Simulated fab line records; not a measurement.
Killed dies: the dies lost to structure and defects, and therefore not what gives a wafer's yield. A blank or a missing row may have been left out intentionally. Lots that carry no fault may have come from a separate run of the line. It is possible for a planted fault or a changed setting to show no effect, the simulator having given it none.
A single fault, viewed from 2 desks    flow gf180mcu    only its own numbers are on each desk; what lay behind them is given at the end

== AT THE METROLOGY DESK ==
Lot by lot, what the gauges showed, no matter which tool ran the lot: averages of those sampled wafers that carry a number. If a lot's mean is further than 4 standard deviations from the usual mean, the lot is out of limits and carries the mark OUT (the distance appears in the brackets).
Columns: A = M1_ALCU_RS at GF_M1_RS_MEAS_05, usual 0.0694 ohm/sq; B = V4_W_RS at GF_V4_RS_MEAS_24, usual 0.3266 ohm/sq; C = V4_W_THK at GF_V4_THK_MEAS_25, usual 346 nm
lot   first seen here  A       B       C
L249  day 16 13:20     0.0685  0.3303  344
L248  day 16 17:50     0.0701  0.3278  346
L251  day 17 09:59     0.0686  0.3268  347
L252  day 17 11:34     0.0701  0.3270  348
L253  day 17 23:17     0.0692  0.3258  342
L255  day 18 15:42     0.0683  0.3287  342
L257  day 19 07:53     0.0699  0.3288  340
L258  day 19 16:29     0.0701  0.3243  354
L260  day 20 01:41     0.0687  0.3299  341
L266  day 23 11:40     0.0680  0.3262  341
L267  day 23 12:01     0.0691  0.3229  349
L269  day 24 00:13     0.0694  0.3262  346
L268  day 24 07:06     0.0698  0.3279  349
L271  day 24 19:25     0.0692  0.3238  352
Finding of this desk: none of the 14 lots has anything out of limits.

== THE TOOL OWNER'S DESK: cmp-01 ==
The tool's own readings at GF_V3_CMP_26 (polishes, stops on SiO2, t overpolish 15 s, target thk 0 nm): means of the sampled wafers that have a number, for each lot that ran on this tool. If a lot's mean is further than 4 standard deviations from the usual mean, the lot is out of limits and carries the mark OUT (the distance appears in the brackets).
Columns: A = motor_current_A at GF_V3_CMP_26, usual 10.5 A; B = overpolish_run_s at GF_V3_CMP_26, usual 15.001 s; C = time_to_endpoint_s at GF_V3_CMP_26, usual 82 s
lot   first seen here  A     B       C
L251  day 23 14:11     9.6   15.003  79
L253  day 24 03:16     10.9  14.995  79
L255  day 24 20:07     10.3  15.003  76
L257  day 25 10:58     10.6  14.996  65 (-4.5) OUT
L258  day 25 17:53     11.1  14.998  66 (-4.3) OUT
L260  day 26 03:55     10.7  14.999  54 (-7.6) OUT
L267  day 29 03:20     10.5  15.011  81
This desk's finding: out of limits on L257, L258, L260; first on L257, day 25 10:58 (time_to_endpoint_s at GF_V3_CMP_26). L251, L253, L255, L267: within limits.

== ALL TOGETHER ==
An alarm could have come from the tool owner's desk at day 25 10:58, on L257, L258, L260.
From the metrology desk's view, nothing was out of limits.
The metrology desk holds a record of L257, L258, L260, inside its limits.
All the named lots went through GF_V3_CMP_26 on cmp-01.

== WHAT WAS PUT IN BY THE SIMULATOR ==
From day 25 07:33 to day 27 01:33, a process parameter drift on cmp-01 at GF_V3_CMP_26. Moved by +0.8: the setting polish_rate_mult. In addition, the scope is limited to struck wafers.
Shown lots that were struck: L257, L258, L260.
Delay in hours, fault start to first out-of-limits reading, by desk: the tool owner's desk at 3.
